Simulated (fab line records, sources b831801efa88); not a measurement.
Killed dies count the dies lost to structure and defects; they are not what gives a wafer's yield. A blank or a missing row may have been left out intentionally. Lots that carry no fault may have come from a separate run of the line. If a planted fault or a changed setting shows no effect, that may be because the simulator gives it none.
The tool behind it: which one? | flow sky130 | 12 lots with 36 wafers sampled at 5 steps, on a route of 708 steps

WHAT EACH GAUGE READ, for each wafer
Not one reading of a measure or inspect step in the record can be checked against a usual standard deviation.

WHAT TOOL EACH LOT RAN ON (gives the tool, then ch and the chambers of the sampled wafers, and finally the start)
lot  | SKY_VIA4_SPUTTER_17          | SKY_METAL5_SPUTTER_04        | SKY_PASSIVATION_CVD_02          | SKY_PASSIVATION_ETCH_11            | SKY_PAD_OPEN_PROBE_99
L950 | pvd-sputter-03, day 42 01:40 | pvd-sputter-04, day 42 02:29 | pecvd-02 ch 0,1, day 43 02:10   | rie-diel-03 ch 0,1,3, day 44 00:29 | prober-01, day 45 00:40
L951 | pvd-sputter-01, day 42 12:01 | pvd-sputter-04, day 42 12:50 | pecvd-03 ch 0,1,2, day 43 12:22 | rie-diel-04 ch 0,1, day 44 10:41   | prober-02, day 45 10:32
L954 | pvd-sputter-01, day 43 19:37 | pvd-sputter-02, day 43 20:26 | pecvd-02 ch 0,1,2, day 44 19:05 | rie-diel-01 ch 0,1,2, day 45 16:34 | prober-01, day 46 15:28
L955 | pvd-sputter-02, day 44 09:25 | pvd-sputter-01, day 44 10:13 | pecvd-03 ch 0,2, day 45 08:24   | rie-diel-04 ch 1,2, day 46 04:10   | prober-02, day 47 03:04
L958 | pvd-sputter-02, day 45 00:43 | pvd-sputter-01, day 45 01:32 | pecvd-04 ch 0,1,2, day 45 23:24 | rie-diel-03 ch 1,2,3, day 46 19:28 | prober-01, day 47 17:11
L960 | pvd-sputter-03, day 45 09:43 | pvd-sputter-04, day 45 10:32 | pecvd-04 ch 1,2, day 46 08:28   | rie-diel-04 ch 0,1,3, day 47 05:01 | prober-02, day 48 03:07
L959 | pvd-sputter-03, day 45 12:23 | pvd-sputter-04, day 45 13:11 | pecvd-03 ch 0,1, day 46 10:48   | rie-diel-03 ch 0,3, day 47 06:41   | prober-01, day 48 04:34
L961 | pvd-sputter-02, day 45 12:36 | pvd-sputter-02, day 45 13:25 | pecvd-02 ch 0,2, day 46 11:14   | rie-diel-04 ch 0,1,3, day 47 07:16 | prober-02, day 48 05:04
L962 | pvd-sputter-02, day 45 20:55 | pvd-sputter-01, day 45 21:44 | pecvd-03 ch 0,1,2, day 46 19:46 | rie-diel-03 ch 0,1,3, day 47 15:28 | prober-01, day 48 13:15
L964 | pvd-sputter-01, day 46 07:19 | pvd-sputter-02, day 46 08:08 | pecvd-03 ch 1,2, day 47 05:14   | rie-diel-01 ch 0,1,2, day 48 00:56 | prober-01, day 48 20:56
L972 | pvd-sputter-02, day 48 18:39 | pvd-sputter-04, day 48 19:44 | pecvd-03 ch 0,1,2, day 49 13:52 | rie-diel-03 ch 0,1,3, day 50 05:58 | prober-02, day 50 23:51
L973 | pvd-sputter-02, day 48 23:14 | pvd-sputter-02, day 49 00:14 | pecvd-02 ch 0,1,2, day 49 18:25 | rie-diel-04 ch 0,2,3, day 50 10:23 | prober-02, day 51 04:23
- SKY_VIA4_SPUTTER_17: material TiN, target thk 20 nm, time 80 s.
- SKY_METAL5_SPUTTER_04: material TiN, target thk 70 nm, time 58.3 s.
- SKY_PASSIVATION_CVD_02: deposits Si3N4, target thk 540 nm.
- SKY_PASSIVATION_ETCH_11: etches the open film in CF4/O2, stops on AlCu, target depth 725 nm, time 161.1 s.
- SKY_PAD_OPEN_PROBE_99

AS READ BY THE TOOLS THEMSELVES (means over the sampled wafers that have a number; for cases with no such wafer, the mark the record gives instead)
SKY_VIA4_SPUTTER_17. Usual: 29.9 % for throttle-valve-pct, sd 0.77.
lot  | tool           | throttle-valve-pct (%) | flag
L950 | pvd-sputter-03 | 30.2                   |
L951 | pvd-sputter-01 | 30.2                   |
L954 | pvd-sputter-01 | 30.2                   |
L955 | pvd-sputter-02 | 29.9                   |
L958 | pvd-sputter-02 | 28.7                   |
L960 | pvd-sputter-03 | 29.8                   |
L959 | pvd-sputter-03 | 30.8                   |
L961 | pvd-sputter-02 | 29.9                   |
L962 | pvd-sputter-02 | 29.7                   |
L964 | pvd-sputter-01 | 30.3                   |
L972 | pvd-sputter-02 | 29.5                   |
L973 | pvd-sputter-02 | 29.9                   |

SKY_METAL5_SPUTTER_04. Usual: 30.1 % for throttle-valve-pct, sd 1.2.
lot  | tool           | throttle-valve-pct (%) | flag
L950 | pvd-sputter-04 | 31.4                   |
L951 | pvd-sputter-04 | 31.3                   |
L954 | pvd-sputter-02 | 29.5                   |
L955 | pvd-sputter-01 | 30.3                   |
L958 | pvd-sputter-01 | 30.5                   |
L960 | pvd-sputter-04 | 31.1                   |
L959 | pvd-sputter-04 | 30.0                   |
L961 | pvd-sputter-02 | 28.9                   |
L962 | pvd-sputter-01 | 30.1                   |
L964 | pvd-sputter-02 | 30.2                   |
L972 | pvd-sputter-04 | 30.9                   |
L973 | pvd-sputter-02 | 29.6                   |

SKY_PASSIVATION_CVD_02. Usual: heater-power-outer-w 448 W, standard deviation 73; heater-power-w 751 W, standard deviation 120.
lot  | tool     | heater-power-outer-w (W) | heater-power-w (W) | flag
L950 | pecvd-02 | 423                      | 750                |
L951 | pecvd-03 | 544                      | 903                |
L954 | pecvd-02 | 391                      | 695                |
L955 | pecvd-03 | 516                      | 926                |
L958 | pecvd-04 | 428                      | 679                |
L960 | pecvd-04 | 408                      | 651                |
L959 | pecvd-03 | 513                      | 871                |
L961 | pecvd-02 | 348                      | 631                |
L962 | pecvd-03 | 519                      | 870                |
L964 | pecvd-03 | 582                      | 950                |
L972 | pecvd-03 | 505                      | 852                |
L973 | pecvd-02 | 410                      | 725                |

SKY_PASSIVATION_ETCH_11. Usual: drypump-motor-current-A 5.5 A, standard deviation 0.57; oes-product-au 0.977 a.u., standard deviation 0.0077; throttle-valve-pct 5.964 %, standard deviation 0.0088.
lot  | tool        | drypump-motor-current-A (A) | oes-product-au (a.u.) | throttle-valve-pct (%) | flag
L950 | rie-diel-03 | 5.3                         | 0.979                 | 5.955                  |
L951 | rie-diel-04 | 5.3                         | 0.972                 | 5.961                  |
L954 | rie-diel-01 | 5.5                         | 0.980                 | 5.969                  |
L955 | rie-diel-04 | 4.7                         | 0.968                 | 5.966                  |
L958 | rie-diel-03 | 5.5                         | 0.977                 | 5.962                  |
L960 | rie-diel-04 | 5.7                         | 0.982                 | 5.963                  |
L959 | rie-diel-03 | 5.0                         | 0.973                 | 5.967                  |
L961 | rie-diel-04 | 5.7                         | 0.976                 | 5.961                  |
L962 | rie-diel-03 | 5.3                         | 0.982                 | 5.972                  |
L964 | rie-diel-01 | 5.4                         | 0.974                 | 5.966                  |
L972 | rie-diel-03 | 5.3                         | 0.968                 | 5.959                  |
L973 | rie-diel-04 | 5.6                         | 0.971                 | 5.957                  |

SKY_PAD_OPEN_PROBE_99. Usual: defect-limited-yield 82.7 %, standard deviation 1.9; killed_at_M0_to_M3 43, standard deviation 6.6; killed_at_M4_up 3.1, standard deviation 1.6; killed-at-contacts 23, standard deviation 5.6; killed-at-front-end 15, standard deviation 4.2; killed-at-other 0.2, standard deviation 0.43; killed-dies 85, standard deviation 9.3; killed-open 46, standard deviation 6.6; killed-short 39, standard deviation 6.2; sort_bin_3_pad_short 0.8 %, standard deviation 0.37; sort_bin_5_function 10.2 %, standard deviation 1.5; sort_bin_6_memory 6.2 %, standard deviation 1.1; sort-n-pass 407, standard deviation 9.3; sort-yield-pct 82.7 %, standard deviation 1.9.
lot  | tool      | defect-limited-yield (%) | killed_at_M0_to_M3 | killed_at_M4_up | killed-at-contacts | killed-at-front-end | killed-at-other | killed-dies | killed-open | killed-short | sort_bin_3_pad_short (%) | sort_bin_5_function (%) | sort_bin_6_memory (%) | sort-n-pass | sort-yield-pct (%) | flag
L950 | prober-01 | 81.1                     | 44                 | 2.7             | 29                 | 17                  | 0.3             | 93          | 50          | 43           | 0.8                      | 11.0                    | 7.1                   | 399         | 81.1               |
L951 | prober-02 | 83.6                     | 46                 | 4.7             | 18                 | 12                  | 0.0             | 81          | 43          | 38           | 0.8                      | 9.5                     | 6.0                   | 411         | 83.6               |
L954 | prober-01 | 83.0                     | 46                 | 1.7             | 19                 | 17                  | 0.0             | 84          | 47          | 37           | 1.0                      | 10.5                    | 5.4                   | 408         | 83.0               |
L955 | prober-02 | 81.2                     | 46                 | 2.0             | 25                 | 19                  | 0.0             | 92          | 53          | 39           | 1.1                      | 11.2                    | 6.5                   | 400         | 81.2               |
L958 | prober-01 | 84.1                     | 40                 | 3.0             | 25                 | 10                  | 0.0             | 78          | 41          | 37           | 1.1                      | 9.3                     | 5.4                   | 414         | 84.1               |
L960 | prober-02 | 82.0                     | 51                 | 4.7             | 21                 | 13                  | 0.0             | 89          | 51          | 37           | 0.9                      | 11.7                    | 5.4                   | 403         | 82.0               |
L959 | prober-01 | 81.4                     | 42                 | 3.7             | 30                 | 15                  | 0.3             | 91          | 45          | 46           | 0.9                      | 10.5                    | 7.1                   | 401         | 81.4               |
L961 | prober-02 | 83.0                     | 41                 | 3.3             | 27                 | 12                  | 0.0             | 84          | 42          | 42           | 1.1                      | 8.8                     | 7.1                   | 408         | 83.0               |
L962 | prober-01 | 83.4                     | 37                 | 2.0             | 26                 | 17                  | 0.3             | 82          | 47          | 35           | 0.5                      | 10.7                    | 5.4                   | 410         | 83.4               |
L964 | prober-01 | 83.7                     | 41                 | 2.3             | 23                 | 14                  | 0.0             | 80          | 46          | 35           | 0.7                      | 10.2                    | 5.5                   | 412         | 83.7               |
L972 | prober-02 | 75.4                     | 37                 | 46.7            | 24                 | 12                  | 0.7             | 121         | 44          | 33           | 2.8                      | 15.2                    | 6.6                   | 371         | 75.4               | OFF
L973 | prober-02 | 75.2                     | 41                 | 50.3            | 19                 | 12                  | 0.0             | 122         | 41          | 34           | 2.3                      | 15.3                    | 7.1                   | 370         | 75.2               | OFF

THE ANSWER, worked out from the rows above alone
Rule: lot off if the mean of its wafers having a number is beyond 3 standard deviations from the usual mean. Also off: a lot with no number at a reading for which 4 or more lots have one. All remaining lots with rows at the step are treated as sound. The gauges are gone through in route order, then the tools' own readings, and for those a lot's mean is taken as printed above. The first step at which some lot is off is used, and at that step the reading that is off furthest; a lot without a number counts as furthest.
Off, at SKY_PAD_OPEN_PROBE_99 on killed_at_M4_up: L972, L973.
A tool fits if, at that step or a process step before it, it ran every lot that is off, and no sound lot after the first of them. Can't be told from this: 2 tools fit, pvd-sputter-02 at SKY_VIA4_SPUTTER_17, prober-02 at SKY_PAD_OPEN_PROBE_99.

WHAT HAD BEEN PUT IN BY THE SIMULATOR
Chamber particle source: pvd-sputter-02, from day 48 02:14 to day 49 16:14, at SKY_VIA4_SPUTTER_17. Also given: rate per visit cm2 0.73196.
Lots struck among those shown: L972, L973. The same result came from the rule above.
